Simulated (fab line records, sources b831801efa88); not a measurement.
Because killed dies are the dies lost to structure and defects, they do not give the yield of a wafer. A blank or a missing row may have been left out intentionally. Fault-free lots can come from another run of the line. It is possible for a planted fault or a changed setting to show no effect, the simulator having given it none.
fab line records | flow sfq_line
[record] lots = 14 wafers = 42 last_day = 78
route steps=325 shown M6@259
lots that met no fault: from a run of the same line without faults
start_h: the number of hours between the record's first day and the start of the first shown wafer of the lot | wait_h: how many hours have passed since the lot's step before this one | " unchanged from the row above | L1.1+2: a row that stands for several wafers | - value missing, or start not given | * or withheld: withheld | < > ~ a bound
route shown NAME@n: a module of which the file shows steps, and the number in the route of the first | usual: mean/standard deviation of fault-free wafers | same: alike in all rows | chamber/n: place in a boat | sites: each site's reading | _std_site: their standard deviation | _edge_site: the outer-site mean with the inner-site mean subtracted | radius_mm: for every site, how far away it sits from the centre of the wafer | mask NAME#n: copy n | behind: the most recent tool/chamber to have shaped the wafer | hold: reason for holding the lot/hours on hold/outcome of the hold | device: transistor that didn't switch, given as n, p or np | end of line: the route-end tests of the same wafers | step lacking rows: just its recipe | killed: not the wafer's yield, but the dies lost to structure and defects at the first sort | map: a wafer's dies, x killed, . not, _ none there
set.NAME: the setting as run; set.NAME@STEP: as run at that earlier step | model.NAME: the simulator's own value behind a step, which no gauge read
one table for each step of the route and one row for each wafer, over a sample of lots
[[steps]]
[step SFQ_TRILAYER_M6_LITHO_PEB_162]
[recipe] peb_temp_c = 115 peb_time_s = 60 resist = KrF
[usual] chill_plate_temp_C = 22.99/0.092 exhaust_pa = 45.0/0.86
// columns lot.wafer tool chamber start_h wait_h chill_plate_temp_C exhaust_pa
L206.1 litho_track-02 0 1334.92 1.0 22.95 45.0
L206.2 " 0 " " 22.93 45.8
L206.6 " 0 " " 22.89 45.8
L207.2 litho_track-03 0 1343.35 0.8 23.00 45.6
L207.3 " 0 " " 22.96 43.4
L207.6 " 0 " " 22.84 45.4
L208.2 litho_track-02 0 1350.55 0.8 23.06 44.4
L208.3 " 0 " " 23.07 44.7
L208.6 " 0 " " 23.05 43.8
L209.1 litho_track-02 0 1359.07 - 23.01 44.3
L209.2 " 0 " " 23.01 45.7
L209.3 " 0 " " 23.05 45.1
L210.3 litho_track-02 0 1370.77 0.7 23.08 45.9
L210.5 " 0 " " 23.02 45.1
L210.6 " 0 " " 23.04 45.6
L211.1 litho_track-02 0 1376.72 1.0 22.91 45.9
L211.3 " 0 " " 22.89 46.2
L211.6 " 0 " " 22.98 46.6
L214.2 litho_track-03 0 1408.80 0.8 22.90 44.4
L214.3 " 0 " " 22.97 43.8
L214.4 " 0 " " 22.90 44.4
L219.2 litho_track-02 - 1428.00 0.8 - -
L219.4 " - " " - -
L219.6 " - " " - -
L220.1 litho_track-02 - 1435.13 1.0 - -
L220.3 " - " " - -
L220.4 " - " " - -
L222.1 litho_track-01 0 1449.53 1.0 22.99 44.4
L222.3 " 0 " " 23.05 46.3
L222.6 " 0 " " 23.08 45.7
L225.2 litho_track-03 0 1465.15 0.8 23.08 45.3
L225.4 " 0 " " 22.99 44.0
L225.6 " 0 " " 22.98 44.8
L226.1 litho_track-03 0 1468.98 - 22.98 46.3
L226.3 " 0 " " 23.15 44.9
L226.4 " 0 " " 23.10 44.2
L227.1 litho_track-01 0 1471.13 1.0 23.07 46.0
L227.4 " 0 " " 23.19 44.2
L227.5 " 0 " " 23.06 43.9
L228.3 litho_track-03 0 1474.78 0.7 23.09 44.3
L228.4 " 0 " " 23.01 45.0
L228.6 " 0 " " 22.94 44.6
[[key]]
[first_sign] step = SFQ_TRILAYER_M6_LITHO_PEB_162 reading = tool_record direction = missing
effect none on later readings
met_at SFQ_TRILAYER_M6_LITHO_PEB_162
struck_lots L219,L220
onset_between 1376.72 1428.00
[fault] kind = skipped_step_whole tool = litho_track-02 chamber = - onset_h = 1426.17 steps = SFQ_TRILAYER_M6_LITHO_PEB_162 scope = struck_lots_only
